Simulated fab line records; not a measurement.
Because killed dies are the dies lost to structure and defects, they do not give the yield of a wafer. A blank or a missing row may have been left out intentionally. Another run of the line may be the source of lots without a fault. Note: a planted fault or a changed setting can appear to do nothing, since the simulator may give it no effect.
What tool caused it? || flow sky130 || Sampling: 14 lots, 42 wafers, 2 of 708 route steps

== WHAT THE GAUGES SHOWED, per wafer ==
The record holds no reading of a measuring or inspecting step that can be judged against a usual standard deviation.

== EACH LOT AND THE TOOL THAT RAN IT (in order: tool; ch and the chambers of the sampled wafers; start) ==
{"lot": "L277", "SKY_FIELD_ISO_ETCH_17": "rieSi-02 ch 1,2, day 2 12:17", "SKY_PAD_OPEN_PROBE_99": "-"}
{"lot": "L280", "SKY_FIELD_ISO_ETCH_17": "rieSi-01 ch 1,2,3, day 3 02:26", "SKY_PAD_OPEN_PROBE_99": "-"}
{"lot": "L281", "SKY_FIELD_ISO_ETCH_17": "rieSi-02 ch 0,2, day 3 06:50", "SKY_PAD_OPEN_PROBE_99": "-"}
{"lot": "L282", "SKY_FIELD_ISO_ETCH_17": "rieSi-01 ch 0,2,3, day 3 13:59", "SKY_PAD_OPEN_PROBE_99": "-"}
{"lot": "L286", "SKY_FIELD_ISO_ETCH_17": "rieSi-01 ch 0,1, day 4 09:38", "SKY_PAD_OPEN_PROBE_99": "prober-02, day 48 11:16"}
{"lot": "L287", "SKY_FIELD_ISO_ETCH_17": "rieSi-01 ch 1,2, day 4 16:17", "SKY_PAD_OPEN_PROBE_99": "prober-01, day 48 17:48"}
{"lot": "L292", "SKY_FIELD_ISO_ETCH_17": "rieSi-01 ch 1,2,3, day 5 16:26", "SKY_PAD_OPEN_PROBE_99": "-"}
{"lot": "L293", "SKY_FIELD_ISO_ETCH_17": "rieSi-02 ch 0,3, day 5 20:48", "SKY_PAD_OPEN_PROBE_99": "-"}
{"lot": "L294", "SKY_FIELD_ISO_ETCH_17": "rieSi-01 ch 0,3, day 6 03:02", "SKY_PAD_OPEN_PROBE_99": "-"}
{"lot": "L295", "SKY_FIELD_ISO_ETCH_17": "rieSi-02 ch 0,1,2, day 6 07:09", "SKY_PAD_OPEN_PROBE_99": "-"}
{"lot": "L296", "SKY_FIELD_ISO_ETCH_17": "rieSi-01 ch 0,2,3, day 6 13:05", "SKY_PAD_OPEN_PROBE_99": "-"}
{"lot": "L297", "SKY_FIELD_ISO_ETCH_17": "rieSi-02 ch 1,2,3, day 6 18:29", "SKY_PAD_OPEN_PROBE_99": "-"}
{"lot": "L298", "SKY_FIELD_ISO_ETCH_17": "rieSi-02 ch 1,2, day 7 01:27", "SKY_PAD_OPEN_PROBE_99": "-"}
{"lot": "L299", "SKY_FIELD_ISO_ETCH_17": "rieSi-01 ch 0,2,3, day 7 06:38", "SKY_PAD_OPEN_PROBE_99": "-"}
- SKY_FIELD_ISO_ETCH_17: etches Si in HBr/Cl2/O2, target depth 342 nm, time 97.7 s.
- SKY_PAD_OPEN_PROBE_99

== WHAT THE TOOLS THEMSELVES READ (means of the sampled wafers that have a number; where no wafer has one, the mark that the record gives instead) ==
SKY_FIELD_ISO_ETCH_17.
{"lot": "L277", "tool": "rieSi-02", "HBr_flow_sccm (sccm)": 149.2, "O2_flow_sccm (sccm)": 6.014, "drypumpMotorCurrentA (A)": 5.5, "oesProductAu (a.u.)": 1.004, "throttleValvePct (%)": 25.654}
{"lot": "L280", "tool": "rieSi-01", "HBr_flow_sccm (sccm)": 150.3, "O2_flow_sccm (sccm)": 6.003, "drypumpMotorCurrentA (A)": 5.2, "oesProductAu (a.u.)": 1.002, "throttleValvePct (%)": 25.658}
{"lot": "L281", "tool": "rieSi-02", "HBr_flow_sccm (sccm)": 150.2, "O2_flow_sccm (sccm)": 5.990, "drypumpMotorCurrentA (A)": 5.6, "oesProductAu (a.u.)": 0.997, "throttleValvePct (%)": 25.663}
{"lot": "L282", "tool": "rieSi-01", "HBr_flow_sccm (sccm)": 150.4, "O2_flow_sccm (sccm)": 5.987, "drypumpMotorCurrentA (A)": 5.4, "oesProductAu (a.u.)": 1.006, "throttleValvePct (%)": 25.653}
{"lot": "L286", "tool": "rieSi-01", "HBr_flow_sccm (sccm)": "-", "O2_flow_sccm (sccm)": "-", "drypumpMotorCurrentA (A)": "-", "oesProductAu (a.u.)": "-", "throttleValvePct (%)": "-"}
{"lot": "L287", "tool": "rieSi-01", "HBr_flow_sccm (sccm)": "-", "O2_flow_sccm (sccm)": "-", "drypumpMotorCurrentA (A)": "-", "oesProductAu (a.u.)": "-", "throttleValvePct (%)": "-"}
{"lot": "L292", "tool": "rieSi-01", "HBr_flow_sccm (sccm)": 149.6, "O2_flow_sccm (sccm)": 6.003, "drypumpMotorCurrentA (A)": 5.2, "oesProductAu (a.u.)": 1.000, "throttleValvePct (%)": 25.653}
{"lot": "L293", "tool": "rieSi-02", "HBr_flow_sccm (sccm)": 149.4, "O2_flow_sccm (sccm)": 5.984, "drypumpMotorCurrentA (A)": 5.6, "oesProductAu (a.u.)": 0.999, "throttleValvePct (%)": 25.658}
{"lot": "L294", "tool": "rieSi-01", "HBr_flow_sccm (sccm)": 149.8, "O2_flow_sccm (sccm)": 6.003, "drypumpMotorCurrentA (A)": 5.5, "oesProductAu (a.u.)": 1.001, "throttleValvePct (%)": 25.651}
{"lot": "L295", "tool": "rieSi-02", "HBr_flow_sccm (sccm)": 150.0, "O2_flow_sccm (sccm)": 6.005, "drypumpMotorCurrentA (A)": 5.4, "oesProductAu (a.u.)": 1.002, "throttleValvePct (%)": 25.656}
{"lot": "L296", "tool": "rieSi-01", "HBr_flow_sccm (sccm)": 150.5, "O2_flow_sccm (sccm)": 5.998, "drypumpMotorCurrentA (A)": 5.4, "oesProductAu (a.u.)": 1.003, "throttleValvePct (%)": 25.650}
{"lot": "L297", "tool": "rieSi-02", "HBr_flow_sccm (sccm)": 150.1, "O2_flow_sccm (sccm)": 6.006, "drypumpMotorCurrentA (A)": 5.5, "oesProductAu (a.u.)": 1.012, "throttleValvePct (%)": 25.643}
{"lot": "L298", "tool": "rieSi-02", "HBr_flow_sccm (sccm)": 149.6, "O2_flow_sccm (sccm)": 6.003, "drypumpMotorCurrentA (A)": 5.5, "oesProductAu (a.u.)": 1.009, "throttleValvePct (%)": 25.650}
{"lot": "L299", "tool": "rieSi-01", "HBr_flow_sccm (sccm)": 149.9, "O2_flow_sccm (sccm)": 6.018, "drypumpMotorCurrentA (A)": 5.4, "oesProductAu (a.u.)": 1.004, "throttleValvePct (%)": 25.657}

SKY_PAD_OPEN_PROBE_99.
{"lot": "L286", "tool": "prober-02", "killed_at_M0_to_M3": 41, "killed_at_M4_up": 1.7, "killedAtContacts": 23, "killedAtFrontEnd": 427, "killedAtOther": 0.0, "killedDies": 492, "killedOnRim": 96, "killedOpen": 46, "killedShort": 33}
{"lot": "L287", "tool": "prober-01", "killed_at_M0_to_M3": 39, "killed_at_M4_up": 5.0, "killedAtContacts": 36, "killedAtFrontEnd": 412, "killedAtOther": 0.0, "killedDies": 492, "killedOnRim": 96, "killedOpen": 47, "killedShort": 43}

== THE ANSWER, worked out from the rows above alone ==
Rule: what is usual is taken from the lots themselves. The widest of any qualifying gaps counts: lots, ordered by their means at a reading, are off when they make up no more than a third of the lots, leave a main group of 4 or more, and stand apart from it by 3 or more times the standard deviation of that group's means. The tables above print the reading to a certain number of digits; a main group whose means all agree to those digits is not used. Also off: a lot with no number at a reading for which 4 or more lots have one. Where the step has rows for the other lots, those lots are counted as sound. Order of review: gauges by route order, followed by the tools' own readings, for which a lot's mean as printed above is used. At the first step where some lot is off, the reading lying furthest off is the one used; lots without a number count as furthest.
Off: L286, L287, at SKY_FIELD_ISO_ETCH_17 (HBr_flow_sccm). Without a number there: L286, L287. The main group: mean 149.9 sccm, standard deviation 0.39.
If a tool, at that step or one of the process steps before it, ran each lot that is off and ran no sound lot following the first of them, it fits. Of those tried, none fits.

== WHAT THE SIMULATOR PUT IN ==
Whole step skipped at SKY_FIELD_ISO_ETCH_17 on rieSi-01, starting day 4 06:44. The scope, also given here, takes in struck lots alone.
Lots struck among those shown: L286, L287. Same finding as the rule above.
